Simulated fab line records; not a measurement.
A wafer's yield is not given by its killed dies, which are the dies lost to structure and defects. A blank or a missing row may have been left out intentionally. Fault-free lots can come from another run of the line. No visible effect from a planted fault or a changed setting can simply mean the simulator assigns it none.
Which of the tools did it?	flow sky130	12 lots with 36 wafers sampled at 3 steps, on a route of 708 steps

== WHAT THE GAUGES SHOWED, per wafer ==
SKY_LI_CONTACT_OVL_MEAS_13. Usual: for LI_CONTACT_OVL the level is -1 nm and the standard deviation is 6.3.
lot	measured	on	LI_CONTACT_OVL (nm)	flag
L653	day 28 11:27	overlay-02	2 -8 -5	
L656	day 30 03:26	overlay-01	1 3 -2	
L659	day 30 21:50	overlay-01	-6 -5 1	
L660	day 31 08:14	overlay-01	10 1 10	
L661	day 31 16:53	overlay-02	8 3 -2	
L662	day 32 04:47	overlay-02	0 -10 -3	
L664	day 32 20:32	overlay-02	6 2 5	
L666	day 33 11:21	overlay-02	-7 -10 -5	
L672	day 35 08:57	overlay-02	-11 1 0	
L674	day 35 23:42	overlay-02	2 -6 -1	
L675	day 36 09:39	overlay-02	-4 0 -5	
L676	day 36 14:12	overlay-01	-5 -8 -11	

SKY_LOCAL_INTERCONNECT_CD_MEAS_11 targets a cd of 170 nm. Usual: cd-nm at 169.7 nm, with a standard deviation of 1.6.
lot	measured	on	cd-nm (nm)	flag
L653	day 29 16:56	cd-sem-02	170.3 171.8 170.2	
L656	day 31 08:46	cd-sem-01	169.5 169.6 171.2	
L659	day 32 03:25	cd-sem-02	165.6 167.9 169.0	
L660	day 32 13:43	cd-sem-01	170.1 168.9 168.9	
L661	day 32 22:22	cd-sem-02	171.6 171.7 171.1	
L662	day 33 10:01	cd-sem-02	170.0 169.3 170.4	
L664	day 34 01:22	cd-sem-02	170.6 172.6 172.8	
L666	day 34 15:39	cd-sem-02	169.6 169.1 168.5	
L672	day 36 12:56	cd-sem-01	170.7 169.9 169.4	
L674	day 37 02:48	cd-sem-01	169.1 167.9 168.0	
L675	day 37 13:55	cd-sem-01	169.8 170.6 170.8	
L676	day 37 17:44	cd-sem-01	171.3 169.7 170.2	

== TOOL THAT RAN EACH LOT (tool first, then ch and the chambers of the sampled wafers, then the start) ==
lot	SKY_LI_CONTACT_CVD_21
L653	cvd-w-01 ch 0,1, day 28 12:02
L656	cvd-w-02 ch 0,1, day 30 04:03
L659	cvd-w-01 ch 1, day 30 22:25
L660	cvd-w-01 ch 0,1, day 31 08:50
L661	cvd-w-02 ch 0,1, day 31 17:28
L662	cvd-w-01 ch 0,1, day 32 05:23
L664	cvd-w-02 ch 0,1, day 32 21:08
L666	cvd-w-02 ch 0,1, day 33 12:00
L672	cvd-w-01 ch 0,1, day 35 09:33
L674	cvd-w-02 ch 0,1, day 36 00:20
L675	cvd-w-01 ch 0,1, day 36 10:17
L676	cvd-w-02 ch 0,1, day 36 14:49
- SKY_LI_CONTACT_CVD_21: deposits W, target thk 400 nm, time 120.56 s.

== WHAT THE TOOLS THEMSELVES READ (means of the sampled wafers that have a number; where no wafer has one, the mark that the record gives instead) ==
SKY_LI_CONTACT_CVD_21. Usual: heater-power-w at 784 W, with a standard deviation of 39.
lot	tool	heater-power-w (W)	flag
L653	cvd-w-01	804	
L656	cvd-w-02	764	
L659	cvd-w-01	827	
L660	cvd-w-01	805	
L661	cvd-w-02	748	
L662	cvd-w-01	820	
L664	cvd-w-02	746	
L666	cvd-w-02	781	
L672	cvd-w-01	814	
L674	cvd-w-02	759	
L675	cvd-w-01	826	
L676	cvd-w-02	752	

== THE ANSWER, worked out from the rows above alone ==
Rule: lot off if the mean of its wafers having a number is beyond 3 standard deviations from the usual mean. Also off: a lot with no number at a reading for which 4 or more lots have one. All remaining lots with rows at the step are treated as sound. After the gauges, taken in route order, come the tools' own readings; for these a lot's mean is taken, as printed above. At the first step where some lot is off, the reading lying furthest off is the one used; lots without a number count as furthest.
Across all readings shown, no lot is off: no conclusion can be drawn from this.

== WHAT THE SIMULATOR PUT IN ==
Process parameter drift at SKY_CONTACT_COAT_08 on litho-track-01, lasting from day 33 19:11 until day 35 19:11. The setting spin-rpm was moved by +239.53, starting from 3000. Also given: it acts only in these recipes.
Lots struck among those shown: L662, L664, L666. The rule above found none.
